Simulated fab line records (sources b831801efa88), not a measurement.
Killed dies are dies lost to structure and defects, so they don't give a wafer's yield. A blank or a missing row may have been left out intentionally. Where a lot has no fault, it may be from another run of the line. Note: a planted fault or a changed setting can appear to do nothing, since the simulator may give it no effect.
Which tool was responsible? + flow sky130 + Sampling: 15 lots, 43 wafers, 2 of 708 route steps

== WHAT EACH GAUGE READ, for each wafer ==
The record lacks any reading of a measuring or inspecting step that a usual standard deviation could be used to judge.

== TOOL THAT RAN EACH LOT (tool first, then ch and the chambers of the sampled wafers, then the start) ==
| lot  | SKY_POLY_GATE_ETCH_17           | SKY_POLY_GATE_STRIP_18              |
|------|---------------------------------|-------------------------------------|
| L418 | rieSi-01 ch 0,1,2, day 16 20:47 | plasmaAsher-03 ch 0,1, day 16 20:51 |
| L419 | rieSi-02 ch 0,3, day 16 20:55   | plasmaAsher-02 ch 0,1, day 16 20:58 |
| L420 | rieSi-01 ch 1,3, day 16 21:08   | plasmaAsher-03 ch 0,1, day 16 21:14 |
| L422 | rieSi-02 ch 0,2,3, day 18 04:25 | plasmaAsher-01 ch 0,1, day 18 04:28 |
| L425 | rieSi-01 ch 1,2,3, day 19 18:01 | plasmaAsher-02 ch 0,1, day 19 18:04 |
| L427 | rieSi-02 ch 1,2, day 20 15:10   | plasmaAsher-02 ch 0,1, day 20 15:13 |
| L428 | rieSi-02 ch 1,2,3, day 20 19:52 | plasmaAsher-02 ch 0,1, day 20 19:55 |
| L429 | rieSi-01 ch 0,1, day 20 21:10   | plasmaAsher-01 ch 1, day 20 21:13   |
| L430 | rieSi-02 ch 0,1,3, day 20 23:47 | plasmaAsher-01 ch 0,1, day 20 23:50 |
| L432 | rieSi-01 ch 2,3, day 21 22:56   | plasmaAsher-03 ch 0,1, day 21 23:01 |
| L431 | rieSi-02 ch 0,3, day 22 01:19   | plasmaAsher-01 ch 0,1, day 22 01:22 |
| L433 | rieSi-01 ch 0,1,3, day 22 12:22 | plasmaAsher-02 ch 0,1, day 22 12:26 |
| L434 | rieSi-02 ch 1,2, day 22 13:23   | plasmaAsher-01 ch 0,1, day 22 13:27 |
| L435 | rieSi-01 ch 1,3, day 22 19:16   | plasmaAsher-03 ch 0,1, day 22 19:19 |
| L437 | rieSi-01 ch 0,2, day 23 05:35   | plasmaAsher-02 ch 0,1, day 23 05:40 |
- SKY_POLY_GATE_ETCH_17: etches poly-Si in HBr/Cl2, stops on SiO2, target depth 180 nm, time 70.5 s.
- SKY_POLY_GATE_STRIP_18: strips in O2/N2.

== AS READ BY THE TOOLS THEMSELVES (means over the sampled wafers that have a number; for cases with no such wafer, the mark the record gives instead) ==
SKY_POLY_GATE_ETCH_17.
| lot  | tool     | drypumpMotorCurrentA (A) | oesProductAu (a.u.) | throttleValvePct (%) |
|------|----------|--------------------------|---------------------|----------------------|
| L418 | rieSi-01 | 5.5                      | 0.996               | 33.693               |
| L419 | rieSi-02 | 5.2                      | 0.991               | 33.677               |
| L420 | rieSi-01 | 5.8                      | 0.984               | 33.684               |
| L422 | rieSi-02 | 5.5                      | 0.988               | 33.680               |
| L425 | rieSi-01 | 5.6                      | 0.983               | 33.687               |
| L427 | rieSi-02 | 5.7                      | 0.982               | 33.684               |
| L428 | rieSi-02 | 5.4                      | 0.989               | 33.691               |
| L429 | rieSi-01 | 5.6                      | 0.994               | 33.690               |
| L430 | rieSi-02 | 5.2                      | 0.987               | 33.675               |
| L432 | rieSi-01 | 5.7                      | 0.989               | 33.683               |
| L431 | rieSi-02 | 5.3                      | 0.991               | 33.685               |
| L433 | rieSi-01 | 5.7                      | 0.949               | 33.684               |
| L434 | rieSi-02 | 5.4                      | 0.988               | 33.681               |
| L435 | rieSi-01 | 5.8                      | 0.933               | 33.677               |
| L437 | rieSi-01 | 5.4                      | 0.886               | 33.687               |

SKY_POLY_GATE_STRIP_18.
| lot  | tool           | drypumpMotorCurrentA (A) | oesProductAu (a.u.) | stripTimeToEndpointS (s) |
|------|----------------|--------------------------|---------------------|--------------------------|
| L418 | plasmaAsher-03 | 5.73                     | 0.358               | 3.15                     |
| L419 | plasmaAsher-02 | 5.38                     | 0.363               | 3.11                     |
| L420 | plasmaAsher-03 | 5.78                     | 0.360               | 3.19                     |
| L422 | plasmaAsher-01 | 5.78                     | 0.356               | 3.10                     |
| L425 | plasmaAsher-02 | 5.39                     | 0.359               | 3.14                     |
| L427 | plasmaAsher-02 | 5.39                     | 0.360               | 3.07                     |
| L428 | plasmaAsher-02 | 5.43                     | 0.360               | 3.07                     |
| L429 | plasmaAsher-01 | 5.89                     | 0.356               | 3.09                     |
| L430 | plasmaAsher-01 | 5.83                     | 0.360               | 3.18                     |
| L432 | plasmaAsher-03 | 5.79                     | 0.363               | 3.15                     |
| L431 | plasmaAsher-01 | 5.83                     | 0.358               | 3.07                     |
| L433 | plasmaAsher-02 | 5.46                     | 0.363               | 3.16                     |
| L434 | plasmaAsher-01 | 5.77                     | 0.359               | 3.17                     |
| L435 | plasmaAsher-03 | 5.81                     | 0.364               | 3.25                     |
| L437 | plasmaAsher-02 | 5.42                     | 0.376               | 3.40                     |

== THE ANSWER, worked out from the rows above alone ==
Rule: what is usual is taken from the lots themselves. Put in order of their means at a reading, lots are off if they are a third of the lots or fewer, leave a main group of 4 or more, and stand apart from it by a gap of 3 or more times the standard deviation of the main group's means; of several such gaps the widest counts. If all means in a main group match to the digits the tables above print for the reading, that group is not used. Also off: a lot with no number at a reading for which 4 or more lots have one. Where the step has rows for the other lots, those lots are counted as sound. First the gauges in route order, then the tools' own readings, where a lot's mean is used as printed above. At the first step where some lot is off, the reading lying furthest off is the one used; lots without a number count as furthest.
Off: L433, L435, L437, at SKY_POLY_GATE_ETCH_17 (oesProductAu). The main group: mean 0.988 a.u., standard deviation 0.004.
A tool fits if, at that step or a process step before it, it ran every lot that is off, and no sound lot after the first of them. One candidate fits, namely rieSi-01 at SKY_POLY_GATE_ETCH_17. A fault onset in the window from L432 (day 21 22:56, its last sound lot) to L433 (day 22 12:22, its first lot off) fits.
The tool's own readings at SKY_POLY_GATE_ETCH_17 bear it out: on the lots that are off they differ by more than 5 times the standard deviation of the sound lots' means. oesProductAu reads 0.923 a.u. there against 0.988 a.u. on the sound lots.

== WHAT HAD BEEN PUT IN BY THE SIMULATOR ==
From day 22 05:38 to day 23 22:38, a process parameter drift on rieSi-01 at SKY_POLY_GATE_ETCH_17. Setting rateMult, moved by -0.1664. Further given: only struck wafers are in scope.
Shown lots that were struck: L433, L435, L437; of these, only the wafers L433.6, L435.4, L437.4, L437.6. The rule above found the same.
